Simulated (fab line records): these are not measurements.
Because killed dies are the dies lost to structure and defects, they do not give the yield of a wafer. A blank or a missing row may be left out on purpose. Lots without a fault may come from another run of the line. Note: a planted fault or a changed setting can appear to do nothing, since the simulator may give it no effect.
Code-filled problem report in 8D (eight disciplines) form	flow sky130	the parts of the form that need people (team, actions taken, sign-off) are left out

== 1. PROBLEM STATEMENT ==
spin speed rpm at SKY_CONTACT_COAT_08 reads a mean of 2898.9 rpm on 6 wafers of 2 lots; wafers without a fault read 2999.9 rpm with a standard deviation of 2. That is -51 standard deviations from the usual mean.
The step: resist thk 60 nm.
First observed at day 34 09:43: wafer L865.1, on litho track-02. The record holds 42 wafers of 14 lots with a number at this step. The rule behind "out" and "out of limits": a value lying over 4 standard deviations away from the usual mean. The other wafers with a number count as sound.

== 2. WHAT IT IS, WHAT IT ISN'T ==
question	is	is not
which readings at this step	spin speed rpm	-
which lots	L865, L869	L856, L857, L861, L862, L871, L872, L873, L874, L875, L876, L878, L879
which wafers of those lots	all that have a number	-
read on which tools	litho track-02	litho track-01, litho track-03
when	from day 34 09:43	up to then (12 sound wafers); but 24 sound wafers of L871, L872, L873, L874, L875, L876, L878, L879 came after

== 3. WHAT RULES OUT EACH SUSPECT ==
Counting: a tool stays on the suspect list if, at a process step up to the reading, it processed all lots that are out and no sound lot following the first of them.
- litho track-02 at SKY_CONTACT_COAT_08 (resist thk 60 nm): ruled out as a lasting fault. Following L865 (day 34 09:43), the first lot on it that is out, the sound lots L878 were run on it.
Left after counting: nothing in the record.

== 4. THE CAUSE (what the simulator had put in) ==
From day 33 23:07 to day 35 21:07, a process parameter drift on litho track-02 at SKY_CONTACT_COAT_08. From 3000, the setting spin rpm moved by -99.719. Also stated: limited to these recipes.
Counting ruled it out, wrongly.

== 5. SEQUENCE OF EFFECTS, ordered by route ==
One row per reading whose mean, taken over the struck wafers that have a number, lies over 3 standard deviations from the usual. Only readings whose record carries a usual standard deviation are examined. hours: median over the lots of the time between each lot's start at the first step of this table that gives one and its start at this step. sigmas: the change, counted in usual standard deviations.
hours	step	reading	usual	on struck wafers	change	sigmas
0	SKY_CONTACT_COAT_08	spin speed rpm	2999.9 rpm	2898.9	-101.0	-51
The process steps in it:
- SKY_CONTACT_COAT_08: resist thk 60 nm.
Later measuring or inspecting steps at which every struck wafer that the step has a row for has a number for every such reading, and none has moved that far: SKY_CONTACT_OVL_MEAS_15.

== 6. WHAT WOULD HAVE CAUGHT IT SOONER ==
In this record no reading fell out of limits until day 34 09:43, 11 hours after the fault had begun at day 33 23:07.
